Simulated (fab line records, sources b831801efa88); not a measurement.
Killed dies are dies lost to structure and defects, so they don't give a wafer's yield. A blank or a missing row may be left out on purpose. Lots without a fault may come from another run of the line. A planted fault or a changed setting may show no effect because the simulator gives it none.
Tool commonality check | flow sky130 | 11 lots, 33 wafers sampled

WHY IT WAS OPENED
At SKY_SD_N_RS_MEAS_18 the reading RES_XHIGH_RS is flagged on 2 of 11 lots. Wafers without a fault read 333.6 ohm/sq, standard deviation 0.99.
Rule: a lot is flagged when every wafer of it that has a number lies more than 4 standard deviations from that mean, or none has a number. The other lots count as sound.

lot  | measured     | on            | RES_XHIGH_RS (ohm/sq), wafer by wafer | flag
L817 | day 28 09:32 | film_metro-02 | 333.4 333.8 331.4                     |
L818 | day 28 10:44 | film_metro-02 | 333.6 334.2 333.0                     |
L819 | day 28 21:23 | film_metro-04 | 331.7 332.9 332.5                     |
L821 | day 30 03:06 | film_metro-04 | 334.6 334.2 334.2                     |
L823 | day 30 03:37 | film_metro-02 | 335.2 334.2 334.6                     |
L829 | day 32 17:55 | film_metro-03 | 312.6 313.5 313.0                     | FLAGGED
L830 | day 33 14:29 | film_metro-02 | 312.6 313.6 313.0                     | FLAGGED
L836 | day 34 13:54 | film_metro-02 | 332.3 332.6 332.0                     |
L837 | day 34 18:35 | film_metro-03 | 333.7 332.6 334.1                     |
L838 | day 35 00:12 | film_metro-03 | 334.9 334.8 334.1                     |
L840 | day 35 13:58 | film_metro-03 | 333.5 334.6 333.8                     |
The numbers of the flagged lots are 313.1 ohm/sq on average: -20.6 ohm/sq against the usual, or -21 standard deviations.

WHICH TOOL RAN EACH LOT
The record holds 1 process step before the reading, out of a route of 708 steps. In each cell: the tool, then ch and the chambers that the sampled wafers went through, then the start.
lot  | flag    | SKY_RES_XHIGH_IMPLANT_07
L817 |         | implanter-02 ch 0, day 27 03:26
L818 |         | implanter-03 ch 0, day 27 04:46
L819 |         | implanter-04 ch 0, day 27 15:26
L821 |         | implanter-03 ch 0, day 28 21:25
L823 |         | implanter-03 ch 0, day 28 21:49
L829 | FLAGGED | implanter-03 ch 0, day 31 13:37
L830 | FLAGGED | implanter-03 ch 0, day 32 09:44
L836 |         | implanter-02 ch 0, day 33 10:56
L837 |         | implanter-04 ch 0, day 33 14:25
L838 |         | implanter-02 ch 0, day 33 20:31
L840 |         | implanter-02 ch 0, day 34 10:13
What these steps do:
- SKY_RES_XHIGH_IMPLANT_07
- SKY_SD_N_RS_MEAS_18: measures by four-point-probe.

FLAGGED OVER TOTAL, TOOL BY TOOL (the gauges that took the reading come last)
step                     | tool          | lots run | flagged | share of the flagged lots | sound lots run after its first flagged lot
SKY_RES_XHIGH_IMPLANT_07 | implanter-02  | 4        | 0       | none                      | -
SKY_RES_XHIGH_IMPLANT_07 | implanter-03  | 5        | 2       | all                       | 0
SKY_RES_XHIGH_IMPLANT_07 | implanter-04  | 2        | 0       | none                      | -
SKY_SD_N_RS_MEAS_18      | film_metro-02 | 5        | 1       | some                      | 1 (L836)
SKY_SD_N_RS_MEAS_18      | film_metro-03 | 4        | 1       | some                      | 3 (L837,L838,L840)
SKY_SD_N_RS_MEAS_18      | film_metro-04 | 2        | 0       | none                      | -

WHAT THE TABLE ALLOWS
1 row of the table ran every flagged lot: implanter-03 at SKY_RES_XHIGH_IMPLANT_07.
- implanter-03 at SKY_RES_XHIGH_IMPLANT_07: 2 of its 5 lots flagged. Its last sound lot is L823 (day 28 21:49), its first flagged lot L829 (day 31 13:37): a fault that began between those two fits. Its own readings lie more than 4 standard deviations out on every wafer of the flagged lots: dose_ions_cm2.
One tool is left: implanter-03 at SKY_RES_XHIGH_IMPLANT_07.

WHAT THE SIMULATOR HAD PUT IN
Process parameter drift: implanter-03, from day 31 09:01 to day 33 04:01, at SKY_RES_XHIGH_IMPLANT_07. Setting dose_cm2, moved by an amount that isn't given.
Lots struck among those shown: L829, L830. The rule above found the same.
